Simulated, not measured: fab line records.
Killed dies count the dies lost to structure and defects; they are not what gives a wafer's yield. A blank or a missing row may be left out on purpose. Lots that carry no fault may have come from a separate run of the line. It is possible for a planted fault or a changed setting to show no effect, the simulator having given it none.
Code-filled problem report in 8D (eight disciplines) form ; flow gf180mcu ; the parts of the form that need people (team, actions taken, sign-off) are left out

1. WHAT IS WRONG
Mean V3_CVD_00_THK at GF_V3_THK_MEAS_01: 304 nm over 2 wafers in 2 lots; fault-free wafers: 600 nm, standard deviation 6.2. That is -48 standard deviations from the usual mean.
First observed at day 27 20:28: wafer L590.4, on film_metro-04. The record has a number at this step for 39 wafers belonging to 13 lots. By rule, "out" or "out of limits" means more than 4 standard deviations away from the usual mean. The rest of the wafers with a number are treated as sound.

2. WHAT IT IS, AND WHAT IT ISN'T
question;is;is not
which readings at this step;V3_CVD_00_THK;-
which lots;L590, L592;L572, L573, L575, L576, L579, L580, L582, L583, L585, L588, L594
which wafers of those lots;L590.4, L592.1;L590.3, L590.5, L592.2, L592.3
read on which gauges;film_metro-01, film_metro-04;film_metro-02
when;from day 27 20:28;"up to then (32 sound wafers); but 5 sound wafers of L592, L594 came after"

3. WHAT RULES OUT EACH SUSPECT
Counting: any tool at a process step up to the reading remains a suspect provided it ran every lot that is out. Sound lots after the first of them don't rule it out here, since some wafers of a struck lot are sound.
- the gauge at GF_V3_THK_MEAS_01 has been ruled out. Those wafers that are out were read across 2 gauges (film_metro-01, film_metro-04).
- pvd_sputter-01 at GF_M1_SPUTTER_04 (material TiN, target thk 50 nm, time 41.7 s): kept. Every lot that is out went through it, the first being L590 (day 23 02:14); the last sound lot it ran before that was L588 (day 22 10:14).
- hdpcvd-02 at GF_V3_CVD_00 (deposits SiO2, target thk 600 nm, time 100 s): kept. Every lot that is out went through it, the first being L590 (day 27 20:22); the last sound lot it ran before that was L588 (day 27 06:49). Its own readings are out on those wafers: sih4_flow_sccm.
- Within hdpcvd-02 at GF_V3_CVD_00: the wafers that are out ran in chamber 1; their sound lot-mates ran in chambers 0, 2.
Remaining after the count are pvd_sputter-01 at GF_M1_SPUTTER_04 and hdpcvd-02 at GF_V3_CVD_00.

4. THE CAUSE (what the simulator had put in)
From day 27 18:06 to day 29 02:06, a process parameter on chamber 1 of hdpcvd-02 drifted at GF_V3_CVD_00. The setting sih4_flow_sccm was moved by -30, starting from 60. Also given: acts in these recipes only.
This tool is one of the 2 suspects left after counting.

5. THE EFFECT CHAIN, in route order
One row per reading whose mean, taken over the struck wafers that have a number, lies over 3 standard deviations from the usual. Only readings whose record carries a usual standard deviation are examined. hours: median over the lots of the time between each lot's start at the first step of this table that gives one and its start at this step. sigmas: the change, counted in usual standard deviations.
hours;step;reading;usual;on struck wafers;change;sigmas
0;GF_V3_CVD_00;sih4_flow_sccm;60.02 sccm;30.29;-29.73;-99 or more
0;GF_V3_THK_MEAS_01;V3_CVD_00_THK;600 nm;304;-296;-48
Here are the process steps it includes:
- GF_V3_CVD_00: deposits SiO2, target thk 600 nm, time 100 s.

6. WHAT WOULD HAVE CAUGHT IT SOONER
In this record the first reading out of limits at a measuring or inspecting step was taken at day 27 20:28, 2 hours after the fault began at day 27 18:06.
Tool's own readings at GF_V3_CVD_00, sih4_flow_sccm: out on all struck wafers the step has rows for; an alarm limit on them would have tripped on the first.
Of the lots that are out (2), L592 began GF_V3_CVD_00 on hdpcvd-02 after day 27 20:28. A hold on the tool at that time would have spared it.
